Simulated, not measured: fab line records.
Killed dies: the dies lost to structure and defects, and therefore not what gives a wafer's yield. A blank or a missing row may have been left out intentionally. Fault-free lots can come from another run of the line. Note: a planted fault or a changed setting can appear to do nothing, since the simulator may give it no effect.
Which tool is to blame?	flow sky130	14 lots with 42 wafers sampled at 4 steps, on a route of 708 steps

== WHAT THE GAUGES READ, wafer by wafer ==
SKY_CAP2M_OVL_MEAS_12. Usual: CAP2M_OVL -0.4 nm, standard deviation 1.3.
lot	measured	on	CAP2M_OVL (nm)	flag
L668	day 40 09:07	overlay-02	-0.8 0.7 1.3	
L669	day 40 16:22	overlay-02	0.8 -0.1 -0.9	
L670	day 41 00:19	overlay-02	0.8 0.8 -0.1	
L671	day 41 06:40	overlay-01	-0.5 -2.4 -1.4	
L672	day 41 13:13	overlay-02	-1.4 -0.3 -1.8	
L675	day 43 07:14	overlay-01	-0.8 -0.8 1.0	
L681	day 44 09:16	overlay-01	-1.7 -2.4 -0.8	
L682	day 45 00:01	overlay-01	2.0 1.0 1.3	
L683	day 45 13:59	overlay-02	0.4 0.9 1.2	
L686	day 46 04:01	overlay-01	-2.2 -0.6 0.1	
L685	day 46 05:47	overlay-02	-0.1 -0.4 1.5	
L688	day 46 13:43	overlay-01	-2.1 -2.2 -1.2	
L689	day 47 01:14	overlay-02	-2.3 -2.3 -1.9	
L691	day 47 15:47	overlay-01	-2.2 -1.2 0.0	

== TOOL THAT RAN EACH LOT (tool first, then ch and the chambers of the sampled wafers, then the start) ==
lot	SKY_VIA3_ETCH_15	SKY_VIA3_SPUTTER_20	SKY_METAL4_SPUTTER_04
L668	rie-diel-02 ch 0,1,3, day 39 07:19	pvd-sputter-01, day 39 07:58	pvd-sputter-04, day 39 08:44
L669	rie-diel-02 ch 0,1, day 39 15:40	pvd-sputter-01, day 39 16:19	pvd-sputter-04, day 39 17:05
L670	rie-diel-02 ch 1,2,3, day 39 22:25	pvd-sputter-01, day 39 23:04	pvd-sputter-02, day 39 23:50
L671	rie-diel-02 ch 0,3, day 40 05:07	pvd-sputter-04, day 40 05:46	pvd-sputter-04, day 40 06:32
L672	rie-diel-02 ch 0,1,3, day 40 11:10	pvd-sputter-02, day 40 11:50	pvd-sputter-03, day 40 12:36
L675	rie-diel-01 ch 0,1,2, day 42 05:06	pvd-sputter-04, day 42 05:47	pvd-sputter-03, day 42 09:12
L681	rie-diel-02 ch 0,2,3, day 43 09:10	pvd-sputter-01, day 43 09:52	pvd-sputter-03, day 43 10:38
L682	rie-diel-02 ch 0,2, day 44 00:28	pvd-sputter-02, day 44 01:07	pvd-sputter-04, day 44 01:53
L683	rie-diel-02 ch 2,3, day 44 14:52	pvd-sputter-04, day 44 15:31	pvd-sputter-04, day 44 16:17
L686	rie-diel-04 ch 0,2,3, day 45 05:55	pvd-sputter-01, day 45 06:35	pvd-sputter-04, day 45 07:22
L685	rie-diel-02 ch 0,2,3, day 45 07:22	pvd-sputter-04, day 45 08:07	pvd-sputter-03, day 45 09:02
L688	rie-diel-04 ch 0,3, day 45 16:49	pvd-sputter-01, day 45 17:29	pvd-sputter-03, day 45 18:14
L689	rie-diel-02 ch 0,2, day 46 03:19	pvd-sputter-01, day 46 03:58	pvd-sputter-04, day 46 04:52
L691	rie-diel-01 ch 1,2,3, day 46 18:18	pvd-sputter-02, day 46 18:58	pvd-sputter-04, day 46 19:43
- SKY_VIA3_ETCH_15: etches SiO2 in C4F8/O2/Ar, stops on TiN, target depth 507 nm, time 78 s.
- SKY_VIA3_SPUTTER_20: material TiN, target thk 20 nm, time 80 s.
- SKY_METAL4_SPUTTER_04: material TiN, target thk 70 nm, time 58.3 s.

== WHAT THE TOOLS THEMSELVES READ (means of the sampled wafers that have a number; where no wafer has one, the mark that the record gives instead) ==
SKY_VIA3_ETCH_15. Usual: oes-product-au 0.946 a.u., standard deviation 0.005.
lot	tool	oes-product-au (a.u.)	flag
L668	rie-diel-02	0.947	
L669	rie-diel-02	0.941	
L670	rie-diel-02	0.947	
L671	rie-diel-02	0.948	
L672	rie-diel-02	0.949	
L675	rie-diel-01	0.950	
L681	rie-diel-02	0.947	
L682	rie-diel-02	0.945	
L683	rie-diel-02	0.948	
L686	rie-diel-04	0.943	
L685	rie-diel-02	0.946	
L688	rie-diel-04	0.948	
L689	rie-diel-02	0.948	
L691	rie-diel-01	0.947	

SKY_VIA3_SPUTTER_20. Usual: cathode-dc-power-W 4000.0 W, standard deviation 0.77; chamber-pressure-pa 4.999 Pa, standard deviation 0.01; throttle-valve-pct 29.6 %, standard deviation 0.88.
lot	tool	cathode-dc-power-W (W)	chamber-pressure-pa (Pa)	throttle-valve-pct (%)	flag
L668	pvd-sputter-01	4000.4	5.002	30.0	
L669	pvd-sputter-01	4000.2	4.997	29.9	
L670	pvd-sputter-01	3999.9	5.004	29.3	
L671	pvd-sputter-04	4000.2	5.006	29.4	
L672	pvd-sputter-02	3999.7	5.005	29.6	
L675	pvd-sputter-04	4000.8	4.986	29.3	
L681	pvd-sputter-01	3999.7	5.010	29.3	
L682	pvd-sputter-02	4000.2	5.007	29.7	
L683	pvd-sputter-04	3999.5	4.990	28.3	
L686	pvd-sputter-01	4000.7	4.996	30.4	
L685	pvd-sputter-04	4000.5	4.997	30.1	
L688	pvd-sputter-01	3999.7	4.988	29.4	
L689	pvd-sputter-01	3999.6	5.002	30.3	
L691	pvd-sputter-02	3999.6	4.998	29.6	

SKY_METAL4_SPUTTER_04. Usual: cathode-dc-power-W 6499.9 W, standard deviation 1.2; chamber-pressure-pa 0.3998 Pa, standard deviation 0.00079; throttle-valve-pct 29.7 %, standard deviation 1.4.
lot	tool	cathode-dc-power-W (W)	chamber-pressure-pa (Pa)	throttle-valve-pct (%)	flag
L668	pvd-sputter-04	6499.5	0.4000	30.2	
L669	pvd-sputter-04	6500.7	0.3994	29.4	
L670	pvd-sputter-02	6500.4	0.3994	29.6	
L671	pvd-sputter-04	6501.2	0.3996	28.3	
L672	pvd-sputter-03	6500.6	0.4008	30.0	
L675	pvd-sputter-03	6500.6	0.4000	30.4	
L681	pvd-sputter-03	6501.2	0.4005	31.3	
L682	pvd-sputter-04	-	-	-	OFF
L683	pvd-sputter-04	-	-	-	OFF
L686	pvd-sputter-04	6499.6	0.3996	29.4	
L685	pvd-sputter-03	6500.0	0.4000	30.6	
L688	pvd-sputter-03	6500.7	0.3992	30.5	
L689	pvd-sputter-04	6499.0	0.3999	29.3	
L691	pvd-sputter-04	6499.4	0.3999	30.2	

== THE ANSWER, worked out from the rows above alone ==
Rule: a lot is off if the mean of its wafers that have a number lies more than 3 standard deviations from the usual mean. Also off: a lot with no number at a reading for which 4 or more lots have one. The other lots that the step has rows for count as sound. First the gauges in route order, then the tools' own readings, where a lot's mean is used as printed above. At the first step where some lot is off, the reading lying furthest off is the one used; lots without a number count as furthest.
Off at SKY_METAL4_SPUTTER_04 (cathode-dc-power-W): L682, L683. Without a number there: L682, L683.
A tool fits if, at that step or a process step before it, it ran every lot that is off, and no sound lot after the first of them. No candidate that was tried fits.

== WHAT THE SIMULATOR HAD INSERTED ==
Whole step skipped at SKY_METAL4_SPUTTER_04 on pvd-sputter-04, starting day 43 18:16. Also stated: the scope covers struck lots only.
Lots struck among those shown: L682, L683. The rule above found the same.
